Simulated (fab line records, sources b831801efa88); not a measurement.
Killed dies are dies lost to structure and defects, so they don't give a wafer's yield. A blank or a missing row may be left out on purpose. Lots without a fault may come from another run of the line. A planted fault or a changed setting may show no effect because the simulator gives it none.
Tool commonality check | flow gf180mcu | 11 lots, 33 wafers sampled

WHY IT WAS OPENED
At GF_NSD_TW_MEAS_12 the reading NSD_TW is flagged on 2 of 11 lots. Wafers without a fault read 4257, standard deviation 52.
Rule: a lot is flagged when every wafer of it that has a number lies more than 4 standard deviations from that mean, or none has a number. The other lots count as sound.

lot  | measured     | on            | NSD_TW, wafer by wafer | flag
L661 | day 14 02:05 | film_metro-03 | 4289 4275 4288         |
L663 | day 14 21:38 | film_metro-03 | 4294 4259 4263         |
L664 | day 15 07:26 | film_metro-03 | 4271 4292 4281         |
L666 | day 15 17:17 | film_metro-02 | 4293 4311 4300         |
L668 | day 16 11:29 | film_metro-02 | 4270 4248 4263         |
L669 | day 17 02:50 | film_metro-03 | 4299 4298 4311         |
L671 | day 17 08:36 | film_metro-02 | 4235 4247 4240         |
L675 | day 18 20:49 | film_metro-02 | 4290 4294 4256         |
L676 | day 18 22:56 | film_metro-03 | 4535 4498 4538         | FLAGGED
L677 | day 19 12:12 | film_metro-03 | 4549 4561 4540         | FLAGGED
L681 | day 20 19:17 | film_metro-03 | 4262 4243 4251         |
The numbers of the flagged lots are 4537 on average: +280 against the usual, or +5 standard deviations.

WHICH TOOL RAN EACH LOT
The record holds 2 process steps before the reading, out of a route of 602 steps. In each cell: the tool, then ch and the chambers that the sampled wafers went through, then the start.
lot  | flag    | GF_NSD_IMPLANT_09               | GF_NSD_STRIP_11
L661 |         | implanter-02 ch 0, day 14 01:41 | plasma_asher-04 ch 0, day 14 01:59
L663 |         | implanter-02 ch 0, day 14 21:14 | plasma_asher-01 ch 0,1, day 14 21:32
L664 |         | implanter-01 ch 0, day 15 07:03 | plasma_asher-01 ch 0,1, day 15 07:20
L666 |         | implanter-01 ch 0, day 15 16:53 | plasma_asher-04 ch 0,1, day 15 17:11
L668 |         | implanter-01 ch 0, day 16 11:05 | plasma_asher-04 ch 0,1, day 16 11:23
L669 |         | implanter-03 ch 0, day 17 02:26 | plasma_asher-02 ch 1, day 17 02:44
L671 |         | implanter-01 ch 0, day 17 08:12 | plasma_asher-04 ch 0,1, day 17 08:30
L675 |         | implanter-03 ch 0, day 18 20:26 | plasma_asher-02 ch 0,1, day 18 20:43
L676 | FLAGGED | implanter-03 ch 0, day 18 22:34 | plasma_asher-02 ch 0, day 18 22:50
L677 | FLAGGED | implanter-03 ch 0, day 19 11:48 | plasma_asher-04 ch 0,1, day 19 12:06
L681 |         | implanter-01 ch 0, day 20 18:53 | plasma_asher-02 ch 0,1, day 20 19:11
What these steps do:
- GF_NSD_IMPLANT_09
- GF_NSD_STRIP_11: strips in O2/N2.
- GF_NSD_TW_MEAS_12

FLAGGED OVER TOTAL, TOOL BY TOOL (the gauges that took the reading come last)
step              | tool            | lots run | flagged | share of the flagged lots | sound lots run after its first flagged lot
GF_NSD_IMPLANT_09 | implanter-01    | 5        | 0       | none                      | -
GF_NSD_IMPLANT_09 | implanter-02    | 2        | 0       | none                      | -
GF_NSD_IMPLANT_09 | implanter-03    | 4        | 2       | all                       | 0
GF_NSD_STRIP_11   | plasma_asher-01 | 2        | 0       | none                      | -
GF_NSD_STRIP_11   | plasma_asher-02 | 4        | 1       | some                      | 1 (L681)
GF_NSD_STRIP_11   | plasma_asher-04 | 5        | 1       | some                      | 0
GF_NSD_TW_MEAS_12 | film_metro-02   | 4        | 0       | none                      | -
GF_NSD_TW_MEAS_12 | film_metro-03   | 7        | 2       | all                       | 1 (L681)

WHAT THE TABLE ALLOWS
2 rows of the table ran every flagged lot: implanter-03 at GF_NSD_IMPLANT_09, film_metro-03 at GF_NSD_TW_MEAS_12.
- implanter-03 at GF_NSD_IMPLANT_09: 2 of its 4 lots flagged. Its last sound lot is L675 (day 18 20:26), its first flagged lot L676 (day 18 22:34): a fault that began between those two fits. Its own readings lie more than 4 standard deviations out on every wafer of the flagged lots: beam_energy_keV.
- film_metro-03 at GF_NSD_TW_MEAS_12: 2 of its 7 lots flagged. Sound lots ran on it after the first flagged one (L681), which a lasting fault on the whole tool wouldn't allow.
One tool is left: implanter-03 at GF_NSD_IMPLANT_09.

WHAT THE SIMULATOR HAD PUT IN
Process parameter drift: implanter-03, from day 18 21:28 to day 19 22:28, at GF_NSD_IMPLANT_09. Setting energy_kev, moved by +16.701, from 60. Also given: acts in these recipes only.
Lots struck among those shown: L676, L677. The rule above found the same.
